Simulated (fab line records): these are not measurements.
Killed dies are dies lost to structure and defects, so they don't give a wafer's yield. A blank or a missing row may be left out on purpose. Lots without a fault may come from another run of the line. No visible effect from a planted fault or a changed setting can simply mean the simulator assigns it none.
Which tool did it? + flow sky130 + 33 wafers from 11 lots sampled at 5 of the route's 708 steps

WHAT EACH GAUGE READ, for each wafer
SKY_LDD_N_OVL_MEAS_07. Usual: LDD_N_OVL 1.5 nm, standard deviation 1.6.
| lot  | measured     | on         | LDD_N_OVL (nm) | flag |
|------|--------------|------------|----------------|------|
| L840 | day 17 07:18 | overlay-02 | 3.6 3.7 2.8    |      |
| L841 | day 18 18:48 | overlay-02 | 3.8 3.3 3.2    |      |
| L845 | day 19 21:26 | overlay-01 | 2.9 3.1 4.0    |      |
| L847 | day 20 05:36 | overlay-02 | 0.6 0.4 1.1    |      |
| L850 | day 21 06:26 | overlay-01 | 2.3 2.0 2.2    |      |
| L851 | day 21 23:24 | overlay-01 | 0.1 -0.3 2.3   |      |
| L856 | day 24 04:35 | overlay-01 | 0.2 0.2 0.1    |      |
| L857 | day 24 10:30 | overlay-01 | 0.5 1.2 1.4    |      |
| L858 | day 25 00:53 | overlay-02 | 0.2 1.9 1.6    |      |
| L860 | day 24 22:54 | overlay-02 | -1.7 -2.2 -2.0 |      |
| L862 | day 25 13:08 | overlay-02 | 0.9 2.4 1.1    |      |

SKY_LDD_HVP_OVL_MEAS_07. Usual: LDD_HVP_OVL -1.2 nm, standard deviation 1.4.
| lot  | measured     | on         | LDD_HVP_OVL (nm) | flag |
|------|--------------|------------|------------------|------|
| L840 | day 21 03:54 | overlay-01 | -1.7 -0.9 -1.7   |      |
| L841 | day 22 15:15 | overlay-01 | -2.5 -2.4 -2.9   |      |
| L845 | day 23 18:11 | overlay-01 | -1.7 1.2 -1.0    |      |
| L847 | day 24 02:14 | overlay-02 | -1.5 -1.6 -1.0   |      |
| L850 | day 25 16:32 | overlay-01 | 0.1 -0.7 -0.8    |      |
| L851 | day 25 16:49 | overlay-01 | 0.2 -0.1 -0.3    |      |
| L856 | day 27 21:41 | overlay-01 | -0.6 -2.3 -1.5   |      |
| L857 | day 28 02:45 | overlay-02 | 3.2 2.5 2.9      |      |
| L858 | day 28 15:38 | overlay-01 | 0.0 0.5 0.5      |      |
| L860 | day 28 14:15 | overlay-02 | -0.9 1.2 -0.1    |      |
| L862 | day 29 05:11 | overlay-02 | -0.1 0.4 0.1     |      |

WHAT TOOL EACH LOT RAN ON (gives the tool, then ch and the chambers of the sampled wafers, and finally the start)
| lot  | SKY_VT_ADJUST_PCH_STRIP_09           | SKY_LDD_N_IMPLANT_09            | SKY_LDD_N_STRIP_16                   |
|------|--------------------------------------|---------------------------------|--------------------------------------|
| L840 | plasma_asher-01 ch 0,1, day 10 03:10 | implanter-03 ch 0, day 17 07:30 | plasma_asher-04 ch 0,1, day 17 08:32 |
| L841 | plasma_asher-01 ch 0,1, day 11 06:31 | implanter-03 ch 0, day 18 19:01 | plasma_asher-03 ch 0,1, day 18 20:04 |
| L845 | plasma_asher-04 ch 0,1, day 11 21:38 | implanter-02 ch 0, day 19 21:39 | plasma_asher-02 ch 0,1, day 19 22:40 |
| L847 | plasma_asher-04 ch 0,1, day 12 10:07 | implanter-03 ch 0, day 20 05:48 | plasma_asher-04 ch 0,1, day 20 06:50 |
| L850 | plasma_asher-04 ch 0,1, day 13 09:49 | implanter-02 ch 0, day 21 06:37 | plasma_asher-02 ch 0,1, day 21 07:40 |
| L851 | plasma_asher-02 ch 0,1, day 13 21:43 | implanter-04 ch 0, day 21 23:39 | plasma_asher-02 ch 0,1, day 22 00:40 |
| L856 | plasma_asher-04 ch 0,1, day 16 04:32 | implanter-04 ch 0, day 24 04:46 | plasma_asher-04 ch 0,1, day 24 05:49 |
| L857 | plasma_asher-04 ch 0,1, day 16 07:40 | implanter-04 ch 0, day 24 10:45 | plasma_asher-04 ch 0,1, day 24 11:45 |
| L858 | plasma_asher-01 ch 1, day 16 16:22   | implanter-04 ch 0, day 25 01:05 | plasma_asher-03 ch 0,1, day 25 02:08 |
| L860 | plasma_asher-01 ch 0,1, day 16 17:58 | implanter-03 ch 0, day 24 23:07 | plasma_asher-03 ch 0,1, day 25 00:10 |
| L862 | plasma_asher-04 ch 0,1, day 17 12:11 | implanter-03 ch 0, day 25 13:20 | plasma_asher-04 ch 0,1, day 25 14:23 |
- SKY_VT_ADJUST_PCH_STRIP_09: strips in O2/N2.
- SKY_LDD_N_IMPLANT_09
- SKY_LDD_N_STRIP_16: strips in O2/N2.

AS READ BY THE TOOLS THEMSELVES (means over the sampled wafers that have a number; for cases with no such wafer, the mark the record gives instead)
SKY_VT_ADJUST_PCH_STRIP_09. Usual: chamber_pressure_mTorr 1500.1 mTorr, standard deviation 1.4; drypump_motor_current_A 5.6 A, standard deviation 0.36; oes_product_au 0.723 a.u., standard deviation 0.0043; strip_time_to_endpoint_s 36.93 s, standard deviation 0.078.
| lot  | tool            | chamber_pressure_mTorr (mTorr) | drypump_motor_current_A (A) | oes_product_au (a.u.) | strip_time_to_endpoint_s (s) | flag |
|------|-----------------|--------------------------------|-----------------------------|-----------------------|------------------------------|------|
| L840 | plasma_asher-01 | 1500.9                         | 5.7                         | 0.721                 | 36.95                        |      |
| L841 | plasma_asher-01 | 1499.8                         | 5.7                         | 0.723                 | 36.86                        |      |
| L845 | plasma_asher-04 | 1500.7                         | 5.9                         | 0.721                 | 36.92                        |      |
| L847 | plasma_asher-04 | 1498.8                         | 5.9                         | 0.725                 | 36.92                        |      |
| L850 | plasma_asher-04 | 1501.1                         | 5.6                         | 0.725                 | 37.02                        |      |
| L851 | plasma_asher-02 | 1499.0                         | 5.3                         | 0.728                 | 36.87                        |      |
| L856 | plasma_asher-04 | 1500.2                         | 6.0                         | 0.723                 | 36.96                        |      |
| L857 | plasma_asher-04 | 1500.7                         | 5.9                         | 0.724                 | 36.85                        |      |
| L858 | plasma_asher-01 | 1498.9                         | 5.9                         | 0.724                 | 36.93                        |      |
| L860 | plasma_asher-01 | 1500.0                         | 5.7                         | 0.721                 | 36.98                        |      |
| L862 | plasma_asher-04 | 1500.2                         | 5.6                         | 0.721                 | 36.94                        |      |

SKY_LDD_N_IMPLANT_09. Usual: dose_ions_cm2 7.499e+13, standard deviation 7.4e+10; faraday_current_uA 424, standard deviation 8.6.
| lot  | tool         | dose_ions_cm2 | faraday_current_uA | flag |
|------|--------------|---------------|--------------------|------|
| L840 | implanter-03 | 7.492e+13     | 424                |      |
| L841 | implanter-03 | 7.497e+13     | 419                |      |
| L845 | implanter-02 | 7.500e+13     | 424                |      |
| L847 | implanter-03 | 7.499e+13     | 420                |      |
| L850 | implanter-02 | 7.496e+13     | 420                |      |
| L851 | implanter-04 | 7.498e+13     | 422                |      |
| L856 | implanter-04 | 7.497e+13     | 428                |      |
| L857 | implanter-04 | 4.294e+13     | 244                | OFF  |
| L858 | implanter-04 | 4.301e+13     | 245                | OFF  |
| L860 | implanter-03 | 7.504e+13     | 434                |      |
| L862 | implanter-03 | 7.500e+13     | 418                |      |

SKY_LDD_N_STRIP_16. Usual: chamber_pressure_mTorr 1500.1 mTorr, standard deviation 1.4; drypump_motor_current_A 5.7 A, standard deviation 0.41; oes_product_au 0.407 a.u., standard deviation 0.0047; strip_time_to_endpoint_s 4.315 s, standard deviation 0.016.
| lot  | tool            | chamber_pressure_mTorr (mTorr) | drypump_motor_current_A (A) | oes_product_au (a.u.) | strip_time_to_endpoint_s (s) | flag |
|------|-----------------|--------------------------------|-----------------------------|-----------------------|------------------------------|------|
| L840 | plasma_asher-04 | 1499.4                         | 5.6                         | 0.407                 | 4.327                        |      |
| L841 | plasma_asher-03 | 1500.3                         | 5.9                         | 0.406                 | 4.315                        |      |
| L845 | plasma_asher-02 | 1499.3                         | 5.4                         | 0.409                 | 4.340                        |      |
| L847 | plasma_asher-04 | 1498.4                         | 5.6                         | 0.409                 | 4.325                        |      |
| L850 | plasma_asher-02 | 1501.2                         | 5.3                         | 0.407                 | 4.308                        |      |
| L851 | plasma_asher-02 | 1501.4                         | 5.3                         | 0.412                 | 4.309                        |      |
| L856 | plasma_asher-04 | 1499.3                         | 5.6                         | 0.405                 | 4.327                        |      |
| L857 | plasma_asher-04 | 1500.5                         | 5.6                         | 0.406                 | 4.243                        | OFF  |
| L858 | plasma_asher-03 | 1500.1                         | 5.8                         | 0.411                 | 4.231                        | OFF  |
| L860 | plasma_asher-03 | 1501.5                         | 5.8                         | 0.406                 | 4.333                        |      |
| L862 | plasma_asher-04 | 1500.5                         | 6.0                         | 0.403                 | 4.306                        |      |

THE ANSWER, worked out from the rows above alone
Rule: lot off if the mean of its wafers having a number is beyond 3 standard deviations from the usual mean. Also off: a lot with no number at a reading for which 4 or more lots have one. Any other lot the step has rows for is counted as sound. The gauges are gone through in route order, then the tools' own readings, and for those a lot's mean is taken as printed above. The first step at which some lot is off is used, and at that step the reading that is off furthest; a lot without a number counts as furthest.
Off at SKY_LDD_N_IMPLANT_09 (dose_ions_cm2): L857, L858.
A tool fits if, at that step or a process step before it, it ran every lot that is off, and no sound lot after the first of them. One fits: implanter-04 at SKY_LDD_N_IMPLANT_09. Its last sound lot is L856 (day 24 04:46), its first lot that is off L857 (day 24 10:45): a fault that began between those two fits.
The tool's own readings at SKY_LDD_N_IMPLANT_09 bear it out: on the lots that are off they differ by more than 5 times the standard deviation of the sound lots' means. dose_ions_cm2 reads 4.298e+13 there against 7.498e+13 on the sound lots; faraday_current_uA reads 244 there against 423 on the sound lots.

WHAT WAS PUT IN BY THE SIMULATOR
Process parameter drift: implanter-04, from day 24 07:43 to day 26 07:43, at SKY_LDD_N_IMPLANT_09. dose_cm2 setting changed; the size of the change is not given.
Struck lots among those shown: L857, L858. Same finding as the rule above.
